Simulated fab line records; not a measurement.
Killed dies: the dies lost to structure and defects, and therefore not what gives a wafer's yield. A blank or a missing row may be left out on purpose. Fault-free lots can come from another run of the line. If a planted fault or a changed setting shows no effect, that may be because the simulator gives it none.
The tool behind it: which one? -- flow sky130 -- 72 wafers from 24 lots sampled at 4 of the route's 708 steps

WHAT EACH GAUGE READ, for each wafer
SKY_POLY_GATE_THK_MEAS_04. Usual: for POLY_GATE_CVD_03_THK the level is 75.0 nm and the standard deviation is 0.63.
lot,measured,on,POLY_GATE_CVD_03_THK (nm),flag
L074,day 14 23:44,filmMetro-03,75.2 74.9 74.7,
L075,day 15 04:49,filmMetro-03,76.0 75.6 75.7,
L076,day 15 11:16,filmMetro-03,74.6 74.4 74.7,
L077,day 15 21:53,filmMetro-03,75.5 75.2 75.9,
L078,day 16 03:16,filmMetro-04,75.1 75.0 75.5,
L080,day 16 22:24,filmMetro-03,75.7 74.8 76.1,
L079,day 16 22:25,filmMetro-04,74.1 74.8 74.0,
L081,day 17 07:13,filmMetro-03,75.2 75.2 75.1,
L082,day 17 13:04,filmMetro-04,73.3 74.1 74.1,
L083,day 18 05:32,filmMetro-04,74.3 73.9 73.6,
L084,day 18 16:50,filmMetro-03,74.1 74.6 74.8,
L085,day 18 18:11,filmMetro-03,74.4 74.6 74.2,
L086,day 19 05:49,filmMetro-03,74.2 74.5 75.0,
L087,day 19 12:40,filmMetro-02,74.6 74.3 74.5,
L088,day 19 23:14,filmMetro-02,75.7 75.0 75.6,
L089,day 20 08:08,filmMetro-04,75.2 76.2 75.3,
L090,day 20 12:58,filmMetro-04,75.0 74.4 74.5,
L091,day 21 05:30,filmMetro-04,75.0 74.7 75.1,
L092,day 21 21:23,filmMetro-03,75.7 75.2 75.5,
L097,day 23 18:30,filmMetro-02,75.7 76.2 75.7,
L094,day 23 19:52,filmMetro-03,74.4 74.6 74.8,
L095,day 23 21:35,filmMetro-03,75.2 75.5 76.1,
L093,day 23 23:44,filmMetro-02,74.3 73.9 74.4,
L096,day 24 02:17,filmMetro-02,75.2 75.0 75.1,

SKY_LDD_P_CD_MEAS_07: target cd 380 nm. Usual: cdNm reads 380.0 nm (standard deviation 2.3).
lot,measured,on,cdNm (nm),flag
L074,day 18 16:56,cdSem-02,381.0 379.7 380.5,
L075,day 18 23:58,cdSem-01,381.5 382.6 381.7,
L076,day 19 05:36,cdSem-02,377.8 377.7 377.8,
L077,day 19 19:19,cdSem-01,380.3 380.8 381.2,
L078,day 20 02:04,cdSem-01,381.2 382.5 381.0,
L080,day 20 21:34,cdSem-02,381.8 383.3 382.4,
L079,day 20 21:34,cdSem-01,380.3 380.1 379.7,
L081,day 21 06:04,cdSem-01,386.0 384.7 384.9,
L082,day 21 14:32,cdSem-01,375.8 377.6 378.4,
L083,day 22 04:47,cdSem-02,377.8 375.4 374.5,
L084,day 22 19:11,cdSem-01,375.5 377.2 377.0,
L085,day 22 20:26,cdSem-02,380.8 379.8 376.7,
L086,day 23 04:00,cdSem-02,377.5 377.4 376.1,
L087,day 23 10:47,cdSem-02,381.8 380.1 380.8,
L088,day 23 20:10,cdSem-01,376.4 377.6 379.0,
L089,day 24 05:05,cdSem-01,379.7 378.1 381.6,
L090,day 24 09:43,cdSem-01,379.0 377.2 380.6,
L091,day 25 02:06,cdSem-01,379.6 381.6 382.1,
L092,day 25 18:21,cdSem-01,380.7 379.2 380.0,
L097,day 27 14:56,cdSem-02,380.6 380.3 380.3,
L094,day 27 15:35,cdSem-02,381.8 381.2 380.2,
L095,day 27 16:32,cdSem-02,384.9 383.2 384.9,
L093,day 27 17:28,cdSem-02,383.6 380.3 381.0,
L096,day 27 22:44,cdSem-02,377.5 380.9 379.3,

SKY_CONTACT_BOW_MEAS_05. Usual: for CONTACT_BOW the level is 82 um and the standard deviation is 6.9.
lot,measured,on,CONTACT_BOW (um),flag
L074,day 30 05:11,filmMetro-03,76 83 87,
L075,day 30 12:01,filmMetro-03,82 88 78,
L076,day 30 14:25,filmMetro-03,78 75 76,
L077,day 31 02:59,filmMetro-03,78 89 83,
L078,day 31 09:55,filmMetro-03,77 84 71,
L080,day 32 03:51,filmMetro-03,76 95 73,
L079,day 31 23:34,filmMetro-04,86 87 83,
L081,day 32 10:50,filmMetro-03,86 87 84,
L082,day 32 18:49,filmMetro-01,88 85 98,
L083,day 33 09:20,filmMetro-04,81 67 76,
L084,day 33 17:40,filmMetro-04,91 97 85,
L085,day 33 19:10,filmMetro-01,83 73 91,
L086,day 34 03:44,filmMetro-04,88 81 78,
L087,day 34 07:26,filmMetro-04,74 69 90,
L088,day 34 18:07,filmMetro-01,91 85 75,
L089,day 35 03:50,filmMetro-04,78 86 76,
L090,day 35 09:02,filmMetro-04,85 83 85,
L091,day 35 18:49,filmMetro-03,92 81 69,
L092,day 36 09:26,filmMetro-03,74 88 68,
L097,day 38 02:58,filmMetro-01,85 94 92,
L094,day 38 02:34,filmMetro-03,84 89 91,
L095,day 38 03:55,filmMetro-01,94 95 75,
L093,day 38 05:59,filmMetro-03,71 81 72,
L096,day 38 09:48,filmMetro-01,67 78 81,

EACH LOT AND THE TOOL THAT RAN IT (in order: tool; ch and the chambers of the sampled wafers; start)
lot,SKY_POLY_GATE_ETCH_15
L074,"rieDiel-02 ch 1,2,3, day 16 03:16"
L075,"rieDiel-02 ch 1,2, day 16 08:10"
L076,"rieDiel-03 ch 1,3, day 16 14:37"
L077,"rieDiel-04 ch 0,1,2, day 17 02:01"
L078,"rieDiel-04 ch 2,3, day 17 07:53"
L080,"rieDiel-04 ch 0,1,2, day 18 04:53"
L079,"rieDiel-03 ch 0,3, day 18 04:32"
L081,"rieDiel-03 ch 2,3, day 18 13:17"
L082,"rieDiel-03 ch 0,3, day 18 19:53"
L083,"rieDiel-04 ch 0,1,2, day 19 12:47"
L084,"rieDiel-02 ch 0,1,2, day 20 00:38"
L085,"rieDiel-04 ch 0,2,3, day 20 01:50"
L086,"rieDiel-02 ch 1,2,3, day 20 12:35"
L087,"rieDiel-04 ch 1,2,3, day 20 19:23"
L088,"rieDiel-03 ch 0,2,3, day 21 05:53"
L089,"rieDiel-04 ch 0,1,2, day 21 14:29"
L090,"rieDiel-04 ch 0,1,3, day 21 19:29"
L091,"rieDiel-02 ch 1,2,3, day 22 11:32"
L092,"rieDiel-02 ch 0,1, day 23 03:26"
L097,"rieDiel-02 ch 0,1,2, day 25 00:59"
L094,"rieDiel-04 ch 0,2,3, day 25 01:52"
L095,"rieDiel-02 ch 1,2, day 25 03:25"
L093,"rieDiel-02 ch 0,3, day 25 05:07"
L096,"rieDiel-02 ch 0,1,3, day 25 08:59"
- SKY_POLY_GATE_ETCH_15: etches BARC in N2/H2, stops on SiO2, time 118.5 s, target depth 110 nm.

AS READ BY THE TOOLS THEMSELVES (means over the sampled wafers that have a number; for cases with no such wafer, the mark the record gives instead)
SKY_POLY_GATE_ETCH_15. Usual: biasW 99.98 W, standard deviation 0.29; drypumpMotorCurrentA 5.7 A, standard deviation 0.34; oesProductAu 0.717 a.u., standard deviation 0.0045; throttleValvePct 13.213 %, standard deviation 0.0085.
lot,tool,biasW (W),drypumpMotorCurrentA (A),oesProductAu (a.u.),throttleValvePct (%),flag
L074,rieDiel-02,100.28,5.7,0.716,13.212,
L075,rieDiel-02,99.84,6.0,0.715,13.207,
L076,rieDiel-03,100.01,6.1,0.720,13.216,
L077,rieDiel-04,100.01,5.8,0.715,13.210,
L078,rieDiel-04,100.14,5.9,0.715,13.206,
L080,rieDiel-04,100.26,5.8,0.719,13.217,
L079,rieDiel-03,99.67,5.7,0.719,13.205,
L081,rieDiel-03,100.11,5.7,0.720,13.209,
L082,rieDiel-03,100.47,5.8,0.716,13.211,
L083,rieDiel-04,99.97,5.8,0.723,13.198,
L084,rieDiel-02,100.02,5.8,0.717,13.218,
L085,rieDiel-04,99.99,5.8,0.721,13.218,
L086,rieDiel-02,99.91,5.7,0.716,13.211,
L087,rieDiel-04,100.08,5.7,0.713,13.212,
L088,rieDiel-03,99.90,5.7,0.716,13.211,
L089,rieDiel-04,99.92,5.8,0.719,13.215,
L090,rieDiel-04,99.95,5.6,0.710,13.221,
L091,rieDiel-02,100.10,5.7,0.715,13.214,
L092,rieDiel-02,100.00,6.0,0.719,13.225,
L097,rieDiel-02,99.69,5.8,0.717,13.214,
L094,rieDiel-04,99.88,5.7,0.717,13.211,
L095,rieDiel-02,99.88,6.1,0.715,13.214,
L093,rieDiel-02,99.89,5.2,0.722,13.216,
L096,rieDiel-02,100.24,5.6,0.719,13.223,

THE ANSWER, worked out from the rows above alone
Rule: a lot is off if the mean of its wafers that have a number lies more than 3 standard deviations from the usual mean. A lot without any number at a reading at which 4 lots or more have one is off too. All remaining lots with rows at the step are treated as sound. The gauges are gone through in route order, then the tools' own readings, and for those a lot's mean is taken as printed above. The first step at which some lot is off is used, and at that step the reading that is off furthest; a lot without a number counts as furthest.
None of the lots is off at any reading shown; this tells nothing.

WHAT WAS PUT IN BY THE SIMULATOR
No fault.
